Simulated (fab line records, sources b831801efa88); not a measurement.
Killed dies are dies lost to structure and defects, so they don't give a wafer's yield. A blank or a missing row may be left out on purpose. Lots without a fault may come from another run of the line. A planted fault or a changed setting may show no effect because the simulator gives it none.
Problem report in the 8D (eight disciplines) form, filled by code | flow sky130 | the parts of the form that need people (team, actions taken, sign-off) are left out

1. THE PROBLEM
run_length_s at SKY_SONOS_TUNNEL_CLEAN_13 reads a mean of 37.1 s on 3 wafers of 1 lot; wafers without a fault read 49.6 s with a standard deviation of 2.3. That is -5.4 standard deviations from the usual mean.
The step: cleans in dHF, time 20 s.
First seen on wafer L365.1, day 14 15:08, on wet_bench-03. The record holds 15 wafers of 5 lots with a number at this step. Rule for "out", or "out of limits": more than 4 standard deviations from the usual mean. The other wafers with a number count as sound.

2. WHAT IT IS AND WHAT IT IS NOT
question                    | is                     | is not
which readings at this step | run_length_s           | -
which lots                  | L365                   | L355, L357, L375, L376
which wafers of those lots  | all that have a number | -
read on which tools         | wet_bench-03           | wet_bench-04
when                        | from day 14 15:08      | up to then (6 sound wafers); but 6 sound wafers of L375, L376 came after

3. SUSPECTS, AND WHAT RULES EACH OUT
Counting: a tool at a process step up to the reading stays a suspect if it ran every lot that is out and no sound lot after the first of them.
- wet_bench-03 at SKY_SONOS_TUNNEL_CLEAN_13 (cleans in dHF, time 20 s): ruled out as a lasting fault. Sound lots L376 ran on it after its first lot that is out, L365 (day 14 15:08).
Left after counting: nothing in the record.

4. THE CAUSE (what the simulator had put in)
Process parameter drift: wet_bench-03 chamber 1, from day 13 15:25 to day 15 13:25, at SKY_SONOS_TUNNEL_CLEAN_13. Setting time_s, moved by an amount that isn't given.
Counting ruled it out, wrongly.

5. THE CHAIN OF EFFECTS, in route order
Each row: a reading whose mean over the struck wafers that have a number lies more than 3 standard deviations from the usual. Only readings for which the record gives a usual standard deviation are gone through. hours: the time from each lot's start at the first step in this table that gives one to its start at this step, as a median over the lots. sigmas: the change in usual standard deviations.
hours | step                      | reading      | usual  | on struck wafers | change | sigmas
0     | SKY_SONOS_TUNNEL_CLEAN_13 | run_length_s | 49.6 s | 37.1             | -12.5  | -5.4
The process steps in it:
- SKY_SONOS_TUNNEL_CLEAN_13: cleans in dHF, time 20 s.
Later measuring or inspecting steps at which every struck wafer that the step has a row for has a number for every such reading, and none has moved that far: SKY_SONOS_ONO_THK_MEAS_01, SKY_SONOS_ONO_THK_MEAS_03, SKY_SONOS_ONO_THK_MEAS_05, SKY_SONOS_ONO_CD_MEAS_13, SKY_SONOS_ONO_OVL_MEAS_14.

6. WHAT WOULD HAVE CAUGHT IT SOONER
In this record the first reading out of limits was taken at day 14 15:08, 24 hours after the fault began at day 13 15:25.
